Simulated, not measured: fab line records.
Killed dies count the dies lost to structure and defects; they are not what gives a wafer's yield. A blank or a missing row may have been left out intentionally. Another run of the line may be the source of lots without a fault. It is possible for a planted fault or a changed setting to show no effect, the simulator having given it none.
Which tool is to blame? -- flow sky130 -- 39 wafers from 13 lots sampled at 4 of the route's 708 steps

WHAT EACH GAUGE READ, for each wafer
SKY_SONOS_TUNNEL_TW_MEAS_12.
lot,measured,on,SONOS_TUNNEL_TW
L909,day 11 16:29,film_metro-04,196.8 196.0 195.5
L910,day 12 00:50,film_metro-03,199.1 198.4 198.8
L911,day 12 15:36,film_metro-03,198.7 200.1 199.0
L912,day 13 10:23,film_metro-03,197.6 197.7 197.9
L914,day 13 12:05,film_metro-04,198.6 197.6 198.1
L916,day 13 23:19,film_metro-03,198.0 199.0 198.0
L918,day 14 16:09,film_metro-03,198.1 197.7 198.2
L917,day 14 20:11,film_metro-04,197.7 196.6 196.2
L920,day 15 02:47,film_metro-04,196.1 196.1 196.0
L921,day 15 15:32,film_metro-03,198.2 198.1 197.9
L922,day 16 00:52,film_metro-03,184.0 183.6 184.3 183.4 185.1 182.9
L923,day 16 07:34,film_metro-03,184.6 184.5 184.8 184.2 183.7 184.9
L930,day 18 12:07,film_metro-02,197.9 197.7 199.5

SKY_SD_P_CD_MEAS_07: target cd 380 nm.
lot,measured,on,cd_nm (nm)
L909,day 25 11:46,cd_sem-01,386.5 385.3 387.6
L910,day 25 14:51,cd_sem-02,377.1 378.7 374.9
L911,day 26 15:02,cd_sem-02,379.3 378.3 377.5
L912,day 27 08:58,cd_sem-02,381.7 380.2 381.0
L914,day 30 03:37,cd_sem-01,377.6 375.4 376.7
L916,day 30 02:58,cd_sem-01,375.8 376.4 374.8
L918,day 30 02:29,cd_sem-02,378.0 376.1 378.6
L917,day 30 06:01,cd_sem-02,380.3 379.3 382.5
L920,day 30 06:45,cd_sem-01,382.1 381.2 382.9
L921,day 30 06:10,cd_sem-02,379.0 379.5 380.0
L922,day 30 07:38,cd_sem-01,374.8 374.1 376.5
L923,day 30 11:44,cd_sem-01,378.9 378.6 379.8
L930,day 33 17:16,cd_sem-01,378.7 378.2 376.2

SKY_SD_P_OVL_MEAS_08.
lot,measured,on,SD_P_OVL (nm)
L909,day 25 11:53,overlay-02,-1.8 -0.7 -0.3
L910,day 25 14:58,overlay-02,-1.5 0.7 -0.6
L911,day 26 15:08,overlay-02,-1.3 0.5 -0.6
L912,day 27 09:05,overlay-02,0.0 1.9 2.1
L914,day 30 03:44,overlay-01,-1.0 -1.9 -2.4
L916,day 30 03:05,overlay-01,-0.8 -4.6 -0.3
L918,day 30 02:35,overlay-02,-1.6 -1.5 0.2
L917,day 30 06:08,overlay-01,0.4 -3.0 0.6
L920,day 30 06:52,overlay-02,-0.5 1.1 -0.6
L921,day 30 06:16,overlay-01,0.4 0.2 -1.4
L922,day 30 07:46,overlay-02,-2.5 -1.7 -1.5
L923,day 30 11:52,overlay-01,-3.1 -0.9 -2.0
L930,day 33 17:23,overlay-01,-0.5 -2.0 -0.7

EACH LOT AND THE TOOL THAT RAN IT (in order: tool; ch and the chambers of the sampled wafers; start)
lot,SKY_SONOS_TUNNEL_IMPLANT_09
L909,"implanter-03 ch 0, day 11 16:04"
L910,"implanter-02 ch 0, day 12 00:25"
L911,"implanter-02 ch 0, day 12 15:13"
L912,"implanter-01 ch 0, day 13 09:58"
L914,"implanter-02 ch 0, day 13 11:40"
L916,"implanter-03 ch 0, day 13 22:55"
L918,"implanter-01 ch 0, day 14 15:45"
L917,"implanter-03 ch 0, day 14 19:46"
L920,"implanter-03 ch 0, day 15 02:22"
L921,"implanter-01 ch 0, day 15 15:08"
L922,"implanter-01 ch 0, day 16 00:28"
L923,"implanter-01 ch 0, day 16 07:10"
L930,"implanter-03 ch 0, day 18 11:31"
- SKY_SONOS_TUNNEL_IMPLANT_09

WHAT THE TOOLS THEMSELVES READ (means of the sampled wafers that have a number; where no wafer has one, the mark that the record gives instead)
SKY_SONOS_TUNNEL_IMPLANT_09.
lot,tool,beam_on_s (s),faraday_current_uA
L909,implanter-03,9.92,5.69
L910,implanter-02,9.94,5.66
L911,implanter-02,10.06,5.60
L912,implanter-01,9.80,5.73
L914,implanter-02,9.90,5.69
L916,implanter-03,9.92,5.69
L918,implanter-01,10.02,5.61
L917,implanter-03,9.95,5.68
L920,implanter-03,9.78,5.77
L921,implanter-01,10.00,5.65
L922,implanter-01,7.53,7.48
L923,implanter-01,7.53,7.48
L930,implanter-03,10.13,5.57

THE ANSWER, worked out from the rows above alone
Rule: what is usual is taken from the lots themselves. The widest of any qualifying gaps counts: lots, ordered by their means at a reading, are off when they make up no more than a third of the lots, leave a main group of 4 or more, and stand apart from it by 3 or more times the standard deviation of that group's means. Not used: any main group whose means are identical at the precision the tables above print for the reading. A lot without any number at a reading at which 4 lots or more have one is off too. Where the step has rows for the other lots, those lots are counted as sound. The gauges are gone through in route order, then the tools' own readings, and for those a lot's mean is taken as printed above. At the first step where some lot is off, the reading lying furthest off is the one used; lots without a number count as furthest.
Off: L922, L923, seen at SKY_SONOS_TUNNEL_TW_MEAS_12 (SONOS_TUNNEL_TW). Main group: mean 197.8, sd 0.99.
If a tool, at a process step before that reading, ran all the lots that are off and no sound lot after the first of them, it fits. Not tried: the gauges at SKY_SONOS_TUNNEL_TW_MEAS_12; whatever is off there is also off at SKY_SONOS_TUNNEL_IMPLANT_09, on other tools, and gauge error can't account for it. One fits: implanter-01 at SKY_SONOS_TUNNEL_IMPLANT_09. A fault onset in the window from L921 (day 15 15:08, its last sound lot) to L922 (day 16 00:28, its first lot off) fits.
The tool's own readings at SKY_SONOS_TUNNEL_IMPLANT_09 bear it out: on the lots that are off they differ by more than 5 times the standard deviation of the sound lots' means. beam_on_s reads 7.53 s there against 9.95 s on the sound lots; faraday_current_uA reads 7.48 there against 5.67 on the sound lots.

WHAT THE SIMULATOR HAD INSERTED
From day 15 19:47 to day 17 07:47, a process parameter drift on implanter-01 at SKY_SONOS_TUNNEL_IMPLANT_09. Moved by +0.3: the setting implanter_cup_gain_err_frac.
Lots struck among those shown: L922, L923. Same finding as the rule above.
